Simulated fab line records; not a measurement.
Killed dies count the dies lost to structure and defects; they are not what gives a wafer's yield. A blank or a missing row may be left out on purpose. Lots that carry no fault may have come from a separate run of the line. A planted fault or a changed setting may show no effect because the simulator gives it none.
Matching of chambers | flow sfq line | 4 sister chambers for SFQ_TRILAYER_I1_VIA_ETCH_VIA_ETCH_052 on rie diel-03
The step etches SiO2 in CHF3, stops on Nb, target depth 260 nm. 4 wafers are shown with their chamber, then 6 later ones without.

== EACH WAFER AND ITS CHAMBER ==
wafer  | chamber | drypump motor current A (A)
L193.3 | 0       | 6.3
L193.4 | 2       | 6.3
L194.3 | 3       | 4.9
L194.5 | 1       | 6.4

== WAFERS WITH NO CHAMBER GIVEN ==
wafer  | drypump motor current A (A)
L200.1 | 6.2
L200.3 | 4.9
L200.4 | 6.3
L203.1 | 6.2
L203.3 | 6.3
L203.4 | 6.3

== CHAMBER TAKEN BY EACH ==
wafer  | from the rows above          | in truth
L200.1 | can't be placed: 0 or 2 or 1 | 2
L200.3 | 3                            | 3
L200.4 | can't be placed: 0 or 2 or 1 | 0
L203.1 | can't be placed: 0 or 2 or 1 | 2
L203.3 | can't be placed: 0 or 2 or 1 | 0
L203.4 | can't be placed: 0 or 2 or 1 | 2
1 of 6 placed correctly. Can't be placed from these rows: 5 (the true chamber is among the candidates in 5). Number placed wrongly: 0.
How it was worked out, from the rows above alone: a wafer's distance from a chamber is the root of the sum, over the readings, of the square of ((its reading less the chamber's mean) divided by the reading's scatter). If the next closest chamber is less than 2 further off than the closest, the wafer can't be placed; otherwise it belongs to the closest. Each chamber's mean is taken over the wafers shown for it. The scatter: with one shown wafer a chamber, the root of the mean of the squares of how far each hidden wafer lies from its nearest shown one.
